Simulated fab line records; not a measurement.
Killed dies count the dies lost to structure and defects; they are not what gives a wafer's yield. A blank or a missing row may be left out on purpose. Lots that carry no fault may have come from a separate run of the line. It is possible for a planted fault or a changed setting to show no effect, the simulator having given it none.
fab line records | flow sfq_line
record: lots: 6 wafers: 18 last_day: 82
route steps=325 shown L0V@17 M0@28 I0@43 M1@58 M8@325
lots with no fault: from the same line, run without faults
start_h: hours from the record's opening day to when the first of the lot's shown wafers began | wait_h: hours elapsed since this lot's preceding step | " same as the row above | L1.1+2: several wafers, shown together as one row | - no value, or no start was given | * or withheld: withheld | < > ~ a bound
route shown NAME@n: a module of which the file shows steps, and the number in the route of the first | usual: mean and standard deviation over wafers with no fault | same: alike in all rows | chamber/n: place in a boat | sites: each site's reading | _std_site: the values' standard deviation | _edge_site: mean of outer sites minus mean of inner sites | radius_mm: how far each site lies from the wafer's centre | mask NAME#n: copy n | behind: the most recent tool/chamber to have shaped the wafer | hold: why the lot went on hold/how many hours it stayed there/how the hold came to an end | device: transistor that didn't switch, given as n, p or np | end of line: at the end of the route, the tests of the same wafers | a step without rows: its recipe alone | killed: dies that structure and defects cost at the first sort, which is not the same as the wafer's yield | map: dies across one wafer; x = killed, . = not, _ = none there
set.NAME: setting as actually run; set.NAME@STEP: the setting as run at that earlier step | model.NAME: the simulator's own value behind a step, which no gauge read
lots at selected steps of the route; one table per step, one row per wafer
services: when a tool's chamber went out of use (start_h, in hours from the record's first day, below 0 if earlier), for how many hours, and the reason
== steps ==
step: SFQ_TRILAYER_L0_VIA_LITHO_COAT_018
recipe: resist: BARC spin_rpm: 3000 resist_thk_nm: 62
step: SFQ_TRILAYER_L0_VIA_LITHO_COAT_013
recipe: resist: KrF spin_rpm: 3000 resist_thk_nm: 650
step: SFQ_TRILAYER_L0_VIA_LITHO_SOFTBAKE_017
recipe: temp_c: withheld time_s: withheld resist: KrF
step: SFQ_TRILAYER_L0_VIA_LITHO_EXPOSE_014
recipe: mask_id: L0V na: 0.6 source_shape: conventional sigma_outer: 0.65 target_cd_nm: 700 dose_mj: 21.3
step: SFQ_TRILAYER_L0_VIA_LITHO_PEB_016
recipe: peb_temp_c: 115 peb_time_s: 60 resist: KrF
step: SFQ_TRILAYER_L0_VIA_LITHO_DEVELOP_015
recipe: time_s: 60 resist: KrF
step: SFQ_L0V_OVL_MEAS_903
usual: L0V_OVL: -3/5.3
columns lot.wafer tool chamber start_h wait_h L0V_OVL[nm]
L500.3 overlay-02 - 95.13 0.1 -1
L500.4 " - " " 0
L500.6 " - " " -5
L506.1 overlay-01 - 128.72 0.1 1
L506.2 " - " " 0
L506.5 " - " " -2
L511.1 overlay-01 - 199.62 0.1 -7
L511.3 " - " " -5
L511.4 " - " " -5
L514.1 overlay-02 - 218.82 0.1 2
L514.3 " - " " -5
L514.6 " - " " -10
L520.2 overlay-02 - 245.98 0.1 -6
L520.4 " - " " -11
L520.6 " - " " -7
L522.1 overlay-02 - 261.57 0.1 -5
L522.3 " - " " 1
L522.5 " - " " -7
step: SFQ_TRILAYER_L0_VIA_BARC_OPEN_VIA_ETCH_021
recipe: mask_material: PR chemistry: O2 target_depth_nm: 125 target: BARC source_w: 500 bias_w: 80 pressure_mtorr: 30 time_s: 41.7
usual: drypump_motor_current_A: 5.7/0.57 oes_product_au: 0.685/0.005
columns lot.wafer tool chamber start_h wait_h drypump_motor_current_A oes_product_au rf_hours_counter_h
L500.3 rie_diel-04 0 95.16 0.0 5.5 0.683 85
L500.4 " 3 " " 6.3 0.684 68
L500.6 " 0 " " 5.6 0.686 -
L506.1 rie_diel-02 0 128.76 0.0 6.4 0.689 105
L506.2 " 3 " " 5.8 0.685 143
L506.5 " 2 " " 5.6 0.690 -
L511.1 rie_diel-04 2 199.66 0.0 5.7 0.691 113
L511.3 " 3 " " 6.2 0.688 69
L511.4 " 1 " " 6.2 0.685 7
L514.1 rie_diel-02 3 218.86 0.0 5.8 0.682 144
L514.3 " 2 " " 5.6 0.689 1
L514.6 " 2 " " 5.6 0.681 -
L520.2 rie_diel-04 0 246.01 0.0 5.5 0.682 88
L520.4 " 3 " " 6.3 0.681 70
L520.6 " 0 " " 5.5 0.681 -
L522.1 rie_diel-03 0 261.61 0.0 5.1 0.675 8
L522.3 " 1 " " 6.5 0.689 73
L522.5 " 3 " " 5.2 0.680 -
step: SFQ_TRILAYER_L0_VIA_ETCH_VIA_ETCH_016
recipe: target: SiO2 stop_on: MoNx_KI mask_material: PR chemistry: CHF3 target_depth_nm: 80 source_w: 500 bias_w: 80 pressure_mtorr: 30 time_s: withheld
step: SFQ_TRILAYER_L0_VIA_STRIP_STRIP_017
recipe: gas: O2 power_w: 200 platen_temp_c: 40 overash_fraction: 0.65 chemistry: O2 pressure_mtorr: 50
step: SFQ_TRILAYER_L0_VIA_STRIP_SOLV_CLEAN_018
recipe: chemistry: NMP temp_c: 70 time_s: 600
step: SFQ_TRILAYER_M0_DEP_PRE_CLEAN_020
recipe: gas: Ar time_s: 15 bias_v: 250
step: SFQ_TRILAYER_M0_DEP_SPUTTER_019
recipe: material: Nb base_pressure_pa: 1.33e-06 chamber_pressure_pa: 0.1333 substrate_temp_c: 20 resputter_cathode_voltage_v: 400 target_thk_nm: 200 power_w: 2000 time_s: 133.3
usual: substrate_temp_c: 20.02/0.11 throttle_valve_pct: 30.4/1
columns lot.wafer tool chamber start_h wait_h substrate_temp_c throttle_valve_pct model.Nb_of_TRILAYER_M0_DEP_SPUTTER_019.thk_nm
L500.3 pvd_sputter-06 - 96.04 0.0 20.05 30.5 203.4
L500.4 " - " " 20.16 29.2 202.3
L500.6 " - " " 20.03 30.1 203.9
L506.1 pvd_sputter-03 - 129.66 0.0 20.12 31.1 199.4
L506.2 " - " " 19.80 29.4 200.4
L506.5 " - " " 19.92 31.1 200.4
L511.1 pvd_sputter-03 - 201.16 0.0 19.80 29.2 204.4
L511.3 " - " " 19.99 32.4 202.5
L511.4 " - " " 20.04 31.0 203.6
L514.1 pvd_sputter-03 - 219.74 0.0 20.01 30.2 199.9
L514.3 " - " " 20.10 31.1 199.1
L514.6 " - " " 20.04 30.0 200.7
L520.2 pvd_sputter-03 - 247.49 0.0 20.00 29.9 202.6
L520.4 " - " " 20.15 32.2 201.9
L520.6 " - " " 19.97 29.6 143.1
L522.1 pvd_sputter-03 - 263.09 0.0 19.89 29.9 138.3
L522.3 " - " " 20.05 31.1 199.7
L522.5 " - " " 20.10 29.9 200.1
step: SFQ_M0_RS_MEAS_904
recipe: thk_meas_gauge: four-point-probe reads: Nb_of_TRILAYER_M0_DEP_SPUTTER_019
usual: M0_NB_RS: 0.888/0.0095
columns lot.wafer tool chamber start_h wait_h M0_NB_RS[ohm/sq]
L500.3 film_metro-02 - 96.17 0.1 0.876
L500.4 " - " " 0.881
L500.6 " - " " 0.875
L506.1 film_metro-03 - 129.75 0.0 0.893
L506.2 " - " " 0.886
L506.5 " - " " 0.889
L511.1 film_metro-03 - 201.25 0.0 0.872
L511.3 " - " " 0.879
L511.4 " - " " 0.874
L514.1 film_metro-03 - 219.83 0.0 0.891
L514.3 " - " " 0.895
L514.6 " - " " 0.889
L520.2 film_metro-03 - 247.60 0.1 0.879
L520.4 " - " " 0.883
L520.6 " - " " 1.251
L522.1 film_metro-04 - 263.18 0.0 1.291
L522.3 " - " " 0.892
L522.5 " - " " 0.890
step: SFQ_TRILAYER_M0_LITHO_COAT_026
recipe: resist: BARC spin_rpm: 3000 resist_thk_nm: 62
step: SFQ_TRILAYER_M0_LITHO_COAT_021
recipe: resist: KrF spin_rpm: 3000 resist_thk_nm: 600
step: SFQ_TRILAYER_M0_LITHO_SOFTBAKE_025
recipe: temp_c: withheld time_s: withheld resist: KrF
step: SFQ_TRILAYER_M0_LITHO_EXPOSE_022
recipe: mask_id: M0 na: 0.6 source_shape: conventional sigma_outer: 0.65 target_cd_nm: 500 dose_mj: 14.4
step: SFQ_TRILAYER_M0_LITHO_PEB_024
recipe: peb_temp_c: 115 peb_time_s: 60 resist: KrF
step: SFQ_TRILAYER_M0_LITHO_DEVELOP_023
recipe: time_s: 60 resist: KrF
step: SFQ_M0_OVL_MEAS_906
usual: M0_OVL: 2/5
columns lot.wafer tool chamber start_h wait_h M0_OVL[nm]
L500.3 overlay-02 - 110.85 0.1 0
L500.4 " - " " 0
L500.6 " - " " 0
L506.1 overlay-01 - 152.89 0.1 -3
L506.2 " - " " 0
L506.5 " - " " 1
L511.1 overlay-01 - 217.92 0.1 1
L511.3 " - " " 4
L511.4 " - " " -3
L514.1 overlay-01 - 240.72 0.1 0
L514.3 " - " " -2
L514.6 " - " " -1
L520.2 overlay-02 - 283.48 0.1 1
L520.4 " - " " 4
L520.6 " - " " 0
L522.1 overlay-02 - 297.87 0.1 4
L522.3 " - " " -1
L522.5 " - " " 0
step: SFQ_TRILAYER_M0_BARC_OPEN_METAL_ETCH_031
recipe: mask_material: PR chemistry: O2 target_depth_nm: 125 target: BARC icp_w: 600 bias_w: 80 pressure_mtorr: 10 time_s: 41.7
step: SFQ_TRILAYER_M0_ETCH_METAL_ETCH_024
recipe: target: Nb stop_on: SiO2 mask_material: PR chemistry: Cl2/Ar target_depth_nm: 240 icp_w: 600 bias_w: 80 pressure_mtorr: 10 time_s: 120
usual: drypump_motor_current_A: 5.4/0.53 oes_product_au: 0.896/0.0071
columns lot.wafer tool chamber start_h wait_h drypump_motor_current_A oes_product_au rf_hours_counter_h
L500.3 rie_metal-02 1 110.98 0.1 5.6 0.912 -
L500.4 " 0 " " 6.4 0.902 -
L500.6 " 0 " " 6.4 0.913 -
L506.1 rie_metal-03 1 152.99 0.0 4.9 0.884 188
L506.2 " 0 " " 6.0 0.904 148
L506.5 " 0 " " 6.1 0.906 -
L511.1 rie_metal-04 0 218.01 0.0 5.2 0.903 35
L511.3 " 1 " " 5.0 0.903 -
L511.4 " 0 " " 5.3 0.905 -
L514.1 rie_metal-04 0 240.81 0.0 5.2 0.893 39
L514.3 " 0 " " 5.3 0.885 -
L514.6 " 0 " " 5.2 0.899 -
L520.2 rie_metal-03 0 283.56 0.0 6.0 0.898 168
L520.4 " 0 " " 6.1 0.900 -
L520.6 " 1 " " 4.9 0.742 -
L522.1 rie_metal-04 1 297.96 0.0 5.0 0.729 142
L522.3 " 1 " " 5.0 0.890 -
L522.5 " 0 " " 5.2 0.899 -
step: SFQ_TRILAYER_M0_STRIP_STRIP_025
recipe: gas: O2 power_w: 200 platen_temp_c: 40 overash_fraction: 0.65 chemistry: O2 pressure_mtorr: 50
usual: drypump_motor_current_A: 5.4/0.54 oes_product_au: 0.997/0.0073 platen_temp_c: 40.02/0.11
columns lot.wafer tool chamber start_h wait_h drypump_motor_current_A oes_product_au platen_temp_c rf_hours_counter_h
L500.3 rie_metal-02 1 111.26 0.2 5.6 0.995 39.92 -
L500.4 " 0 " " 6.4 0.988 39.78 -
L500.6 " 0 " " 6.5 0.987 39.98 -
L506.1 rie_metal-03 1 153.11 0.1 5.0 1.004 40.09 188
L506.2 " 0 " " 6.1 0.991 40.00 148
L506.5 " 0 " " 6.0 0.993 39.85 -
L511.1 rie_metal-04 0 218.14 0.1 5.3 1.003 40.02 35
L511.3 " 1 " " 5.0 0.991 40.11 -
L511.4 " 0 " " 5.3 0.998 40.08 -
L514.1 rie_metal-04 0 240.94 0.1 5.2 1.002 40.02 39
L514.3 " 0 " " 5.3 1.005 40.06 -
L514.6 " 0 " " 5.3 1.002 39.96 -
L520.2 rie_metal-03 0 283.69 0.1 6.0 0.985 40.17 168
L520.4 " 0 " " 6.0 0.997 40.08 -
L520.6 " 1 " " 4.9 0.999 39.81 -
L522.1 rie_metal-04 1 298.09 0.1 5.0 1.002 39.96 142
L522.3 " 1 " " 5.0 1.005 40.02 -
L522.5 " 0 " " 5.3 1.010 40.11 -
step: SFQ_TRILAYER_M0_STRIP_SOLV_CLEAN_026
recipe: chemistry: NMP temp_c: 70 time_s: 600
step: SFQ_TRILAYER_I0_DEP_PECVD_027
recipe: material: SiO2 temp_c: 150 time_s: 111.11 pressure_torr: 2.4 rf_w: 183.3 precursor: SiH4/N2O target_thk_nm: 500
step: SFQ_TRILAYER_I0_CMP_CMP_028
recipe: material: SiO2 down_force_psi: 3 platen_rpm: 60 pad_velocity_m_s: 0.94248
step: SFQ_I0_BOW_MEAS_907
recipe: mode: bow
usual: I0_BOW: 1/7.4
columns lot.wafer tool chamber start_h wait_h I0_BOW[um]
L500.3 film_metro-01 - 121.06 1.5 11
L500.4 " - " " -1
L500.6 " - " " 5
L506.1 film_metro-02 - 156.97 2.5 -8
L506.2 " - " " -12
L506.5 " - " " 1
L511.1 film_metro-01 - 226.54 2.5 -11
L511.3 " - " " 4
L511.4 " - " " 4
L514.1 film_metro-01 - 250.85 2.5 -6
L514.3 " - " " 4
L514.6 " - " " -3
L520.2 film_metro-01 - 292.87 1.5 -4
L520.4 " - " " 2
L520.6 " - " " 9
L522.1 film_metro-02 - 309.82 2.0 13
L522.3 " - " " -12
L522.5 " - " " 0
step: SFQ_TRILAYER_I0_METRO_MEASURE_029
usual: thk_nm: 200.0/1.1
columns lot.wafer tool chamber start_h wait_h thk_nm
L500.3 film_metro-01 - 121.54 0.5 200.3
L500.4 " - " " 200.2
L500.6 " - " " 199.7
L506.1 film_metro-02 - 157.09 0.1 200.4
L506.2 " - " " 199.9
L506.5 " - " " 202.1
L511.1 film_metro-01 - 226.66 0.1 202.1
L511.3 " - " " 201.8
L511.4 " - " " 202.2
L514.1 film_metro-01 - 250.97 0.1 199.5
L514.3 " - " " 200.1
L514.6 " - " " 199.6
L520.2 film_metro-01 - 293.17 0.3 198.0
L520.4 " - " " 197.7
L520.6 " - " " 198.2
L522.1 film_metro-02 - 309.94 0.1 198.8
L522.3 " - " " 200.2
L522.5 " - " " 199.6
step: SFQ_TRILAYER_I0_VIA_LITHO_COAT_036
recipe: resist: BARC spin_rpm: 3000 resist_thk_nm: 62
step: SFQ_TRILAYER_I0_VIA_LITHO_COAT_031
recipe: resist: KrF spin_rpm: 3000 resist_thk_nm: 650
step: SFQ_TRILAYER_I0_VIA_LITHO_SOFTBAKE_035
recipe: temp_c: withheld time_s: withheld resist: KrF
step: SFQ_TRILAYER_I0_VIA_LITHO_EXPOSE_032
recipe: mask_id: I0 na: 0.6 source_shape: conventional sigma_outer: 0.65 target_cd_nm: 500 dose_mj: 21.3
step: SFQ_TRILAYER_I0_VIA_LITHO_PEB_034
recipe: peb_temp_c: 115 peb_time_s: 60 resist: KrF
step: SFQ_TRILAYER_I0_VIA_LITHO_DEVELOP_033
recipe: time_s: 60 resist: KrF
step: SFQ_I0_OVL_MEAS_908
usual: I0_OVL: 3/4.8
columns lot.wafer tool chamber start_h wait_h I0_OVL[nm]
L500.3 overlay-01 - 239.23 0.1 7
L500.4 " - " " 9
L500.6 " - " " 8
L506.1 overlay-02 - 273.57 0.1 -3
L506.2 " - " " -4
L506.5 " - " " 7
L511.1 overlay-02 - 331.94 0.1 11
L511.3 " - " " 4
L511.4 " - " " 2
L514.1 overlay-02 - 357.24 0.1 3
L514.3 " - " " 4
L514.6 " - " " 3
L520.2 overlay-01 - 430.58 0.1 -3
L520.4 " - " " 4
L520.6 " - " " 1
L522.1 overlay-02 - 446.17 0.1 5
L522.3 " - " " 9
L522.5 " - " " 4
step: SFQ_TRILAYER_I0_VIA_BARC_OPEN_VIA_ETCH_046
recipe: mask_material: PR chemistry: O2 target_depth_nm: 125 target: BARC source_w: 500 bias_w: 80 pressure_mtorr: 30 time_s: 41.7
usual: drypump_motor_current_A: 5.7/0.57 oes_product_au: 0.685/0.0042
columns lot.wafer tool chamber start_h wait_h drypump_motor_current_A oes_product_au rf_hours_counter_h
L500.3 rie_diel-04 1 239.26 0.0 6.3 0.687 8
L500.4 " 0 " " 5.6 0.685 87
L500.6 " 1 " " 6.3 0.686 -
L506.1 rie_diel-04 0 273.61 0.0 5.5 0.692 88
L506.2 " 1 " " 6.3 0.681 9
L506.5 " 2 " " 5.7 0.687 -
L511.1 rie_diel-02 0 331.98 0.0 6.4 0.696 108
L511.3 " 2 " " 5.6 0.683 3
L511.4 " 3 " " 5.8 0.683 1
L514.1 rie_diel-04 1 357.28 0.0 6.2 0.686 11
L514.3 " 2 " " 5.7 0.682 116
L514.6 " 0 " " 5.5 0.686 -
L520.2 rie_diel-02 1 430.61 0.0 4.8 0.687 98
L520.4 " 2 " " 5.6 0.689 5
L520.6 " 1 " " 4.8 0.687 -
L522.1 rie_diel-02 1 446.20 0.0 4.8 0.684 98
L522.3 " 3 " " 5.8 0.684 3
L522.5 " 1 " " 4.8 0.690 -
step: SFQ_TRILAYER_I0_VIA_ETCH_VIA_ETCH_034
recipe: target: SiO2 stop_on: Nb mask_material: PR taper_deg: 20 chemistry: CHF3 target_depth_nm: 260 source_w: 500 bias_w: 80 pressure_mtorr: 30 time_s: withheld
usual: drypump_motor_current_A: 5.7/0.57 oes_product_au: 0.854/0.0054
columns lot.wafer tool chamber start_h wait_h drypump_motor_current_A oes_product_au
L500.3 rie_diel-04 1 239.29 0.0 6.2 0.853
L500.4 " 0 " " 5.6 0.857
L500.6 " 1 " " 6.2 0.861
L506.1 rie_diel-04 0 273.64 0.0 5.5 0.848
L506.2 " 1 " " 6.3 0.852
L506.5 " 2 " " 5.6 0.862
L511.1 rie_diel-02 0 332.02 0.0 6.4 0.859
L511.3 " 2 " " 5.6 0.855
L511.4 " 3 " " 5.8 0.866
L514.1 rie_diel-04 1 357.32 0.0 6.2 0.847
L514.3 " 2 " " 5.7 0.856
L514.6 " 0 " " 5.6 0.859
L520.2 rie_diel-02 1 430.65 0.0 4.8 0.853
L520.4 " 2 " " 5.6 0.852
L520.6 " 1 " " 4.8 0.846
L522.1 rie_diel-02 1 446.24 0.0 4.8 0.855
L522.3 " 3 " " 5.8 0.853
L522.5 " 1 " " 4.8 0.844
step: SFQ_TRILAYER_I0_VIA_STRIP_STRIP_035
recipe: gas: O2 power_w: 200 platen_temp_c: 40 overash_fraction: 0.65 chemistry: O2 pressure_mtorr: 50
step: SFQ_TRILAYER_I0_VIA_STRIP_SOLV_CLEAN_036
recipe: chemistry: NMP temp_c: 70 time_s: 600
step: SFQ_TRILAYER_M1_DEP_PRE_CLEAN_038
recipe: gas: Ar time_s: 22.5 bias_v: 250
step: SFQ_M8_BOW_MEAS_951
recipe: mode: bow
usual: M8_BOW: 8/11
columns lot.wafer tool chamber start_h wait_h M8_BOW[um] model.etest.m0.ohm_um model.etest.m0.ohm_sq model.etest.i0.link_ohm
L500.3 film_metro-02 - 1771.61 0.0 23 1.751 0.8751 1.959
L500.4 " - " " 11 1.758 0.8799 1.961
L500.6 " - " " 17 1.749 0.8731 1.96
L506.1 film_metro-02 - 1815.97 0.0 1 1.783 0.893 1.973
L506.2 " - " " -4 1.776 0.8882 1.97
L506.5 " - " " 10 1.778 0.8886 1.97
L511.1 film_metro-04 - 1878.39 0.0 -4 1.726 0.8708 1.934
L511.3 " - " " 13 1.75 0.879 1.934
L511.4 " - " " 12 1.737 0.8746 1.938
L514.1 film_metro-02 - 1915.12 0.0 4 1.788 0.8908 1.99
L514.3 " - " " 15 1.797 0.8941 1.984
L514.6 " - " " 7 1.779 0.887 1.985
L520.2 film_metro-02 - 1954.97 0.0 -3 1.76 0.8787 1.957
L520.4 " - " " 3 1.761 0.8818 1.946
L520.6 " - " " 11 2.492 1.244 2.311
L522.1 film_metro-04 - 1958.55 0.0 23 2.569 1.288 2.357
L522.3 " - " " -2 1.78 0.8916 1.966
L522.5 " - " " 10 1.771 0.8897 1.96
== services ==
columns tool chamber start_h hours kind
rie_metal-04 - 75.16 1.2 repair
film_metro-01 - 81.61 0.9 pm
pvd_sputter-03 - 95.81 1.8 repair
rie_diel-04 1 97.18 1.9 repair
rie_metal-03 1 98.22 2.1 repair
rie_metal-03 - 116.44 2.8 pm
film_metro-01 - 162.88 0.9 pm
rie_metal-03 1 165.27 4.8 repair
rie_diel-02 - 166.59 0.8 repair
film_metro-01 - 167.89 0.2 pm
rie_metal-04 1 196.96 9.6 repair
rie_diel-02 1 201.96 6.2 repair
rie_diel-02 0 219.41 14.0 repair
pvd_sputter-03 - 241.48 3.8 repair
rie_diel-02 - 245.14 1.8 repair
pvd_sputter-03 - 251.12 5.0 repair
rie_diel-04 2 298.38 15.2 repair
rie_diel-02 1 309.45 7.7 repair
rie_diel-02 3 324.37 6.3 repair
rie_diel-02 - 353.20 1.9 repair
rie_diel-04 2 358.93 8.1 repair
pvd_sputter-03 - 368.37 2.2 repair
rie_diel-02 0 416.20 3.7 repair
rie_diel-02 3 423.94 5.3 repair
== key ==
first_sign: step: SFQ_M0_RS_MEAS_904 reading: M0_NB_RS direction: up sigmas: 40 usual: 0.888 struck: 1.271
effect: step: SFQ_TRILAYER_M0_ETCH_METAL_ETCH_024 reading: oes_product_au direction: down sigmas: 22 usual: 0.896 struck: 0.736
model_effect: step: SFQ_TRILAYER_M0_DEP_SPUTTER_019 value: Nb_of_TRILAYER_M0_DEP_SPUTTER_019.thk_nm without: 200.4 struck: 140.7
model_effect: step: SFQ_M8_BOW_MEAS_951 value: etest.m0.ohm_um without: 1.777 struck: 2.531
met_at SFQ_TRILAYER_M0_DEP_SPUTTER_019
struck_wafers L520.6,L522.1
onset_between 201.16 247.49
fault: kind: process_parameter_drift tool: pvd_sputter-03 chamber: - onset_h: 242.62 steps: SFQ_TRILAYER_M0_DEP_SPUTTER_019 channel: target_thk_nm offset: -59.654 shape: step end_h: 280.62 acts_in: these_recipes_only stated: 200 scope: struck_wafers_only
